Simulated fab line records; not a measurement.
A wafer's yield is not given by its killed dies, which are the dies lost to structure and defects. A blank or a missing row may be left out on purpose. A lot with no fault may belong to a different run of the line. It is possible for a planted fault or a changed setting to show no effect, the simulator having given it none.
A struck lot beside a sound one | flow sky130 | 15 steps out of a route of 708
Sound: the wafers L652.2, L652.3, L652.4. Struck: wafer L657.5. (L657.1, L657.6 of the same lot were not struck and are left out.) The cause comes at the end.
Each step with rows lists, per side, the tool, then ch with its chambers, then its first start. Under that, the readings that differ: sound wafers | struck wafers | difference of the means | sigmas: that difference in standard deviations of wafers without a fault.
alike: readings with means less than 2 such deviations apart, plus words and numbers identical on both sides. not compared: withheld readings, readings lacking a value on some wafer, bounds such as >300 that could conceal the same value, and numbers that have no deviation in the record and whose values overlap.
A row with sigmas, a row that says differs or no value, or rows on one side alone: a step with any of these is where the two part. Non-overlapping numbers with no deviation appear without sigmas and do not part them. Lack of a reading on every wafer of one side parts them only where that side has two or more wafers.

SKY_LI_CONTACT_CMP_02: polishes PSG.
  sound on cmp-02 ch 0,1,2, day 31 19:55; struck on cmp-01 ch 3, day 33 11:38
  reading                | sound    | struck | difference | sigmas
  time-to-endpoint-s (s) | 25 28 33 | 39     | +10        | +2
  alike: motor-current-A, slurry-flow-ml-min
SKY_LI_CONTACT_BOW_MEAS_03:
  sound on film-metro-04, day 31 20:14; struck on film-metro-01, day 33 11:50
  alike: LI_CONTACT_BOW
then, 8 steps without rows for these wafers: SKY_LI_CONTACT_DEHYDRATE_04 (time 60 s); SKY_LI_CONTACT_HMDS_05 (prime time 60 s); SKY_LI_CONTACT_COAT_06 (resist thk 60 nm); SKY_LI_CONTACT_COAT_07 (resist thk 450 nm); SKY_LI_CONTACT_SOFTBAKE_08 (time 90 s); SKY_LI_CONTACT_EXPOSE_09 (exposes mask LICM1, target cd 170 nm); SKY_LI_CONTACT_PEB_10; SKY_LI_CONTACT_DEVELOP_11 (develop time 60 s).
SKY_LI_CONTACT_CD_MEAS_12: target cd 170 nm.
  sound on cd-sem-01, day 33 00:18; struck on cd-sem-02, day 34 15:32
  alike: cd-nm
SKY_LI_CONTACT_OVL_MEAS_13:
  sound on overlay-01, day 33 00:25; struck on overlay-02, day 34 15:39
  alike: LI_CONTACT_OVL
SKY_LI_CONTACT_ETCH_14: etches BARC in N2/H2, stops on SiO2, time 45.9 s, target depth 60 nm.
  sound on rie-diel-01 ch 0,1,3, day 33 00:26; struck on rie-diel-04 ch 1, day 34 15:41
  reading                                    | sound                | struck | difference | sigmas
  drypump-motor-current-A (A)                | 5.1 5.3 5.3          | 6.3    | +1.1       | +2
  oes-product-au (a.u.)                      | 0.860 0.860 0.851    | 0.845  | -0.012     | -3
  throttle-valve-pct (%)                     | 13.213 13.221 13.215 | 13.235 | +0.019     | +2
  model.SiO2_of_SONOS_ONO_CVD_04.thk-nm (nm) | 4.238 4.135 4.274    | 3.989  | -0.227     |
  not compared: rf-hours-counter-h
SKY_LI_CONTACT_ETCH_15: etches PSG in C4F8/O2/Ar, stops on Si, target depth 600 nm.
  sound on rie-diel-01 ch 0,1,3, day 33 00:29; struck on rie-diel-04 ch 1, day 34 15:44
  alike: oes-product-au
-- a jump in the record: the struck wafers' starts before and after are 15 days apart (it breaks off in module LI_CONTACT and resumes in module PAD_OPEN, where the first step shown is number 708 of the route) --
SKY_PAD_OPEN_PROBE_99:
  sound on prober-01, day 48 20:50; struck on prober-02, day 49 21:40
  alike: killed_at_M0_to_M3, killed_at_M4_up, killed-at-contacts, killed-at-front-end, killed-at-other, killed-dies, killed-open, killed-short

== WHERE THEY PART ==
Last at SKY_LI_CONTACT_ETCH_14 as far as this record goes, first at SKY_LI_CONTACT_CMP_02. Later steps at which nothing parts them and some readings are alike: SKY_LI_CONTACT_ETCH_15, SKY_PAD_OPEN_PROBE_99.

WHY: whatever the simulator had introduced
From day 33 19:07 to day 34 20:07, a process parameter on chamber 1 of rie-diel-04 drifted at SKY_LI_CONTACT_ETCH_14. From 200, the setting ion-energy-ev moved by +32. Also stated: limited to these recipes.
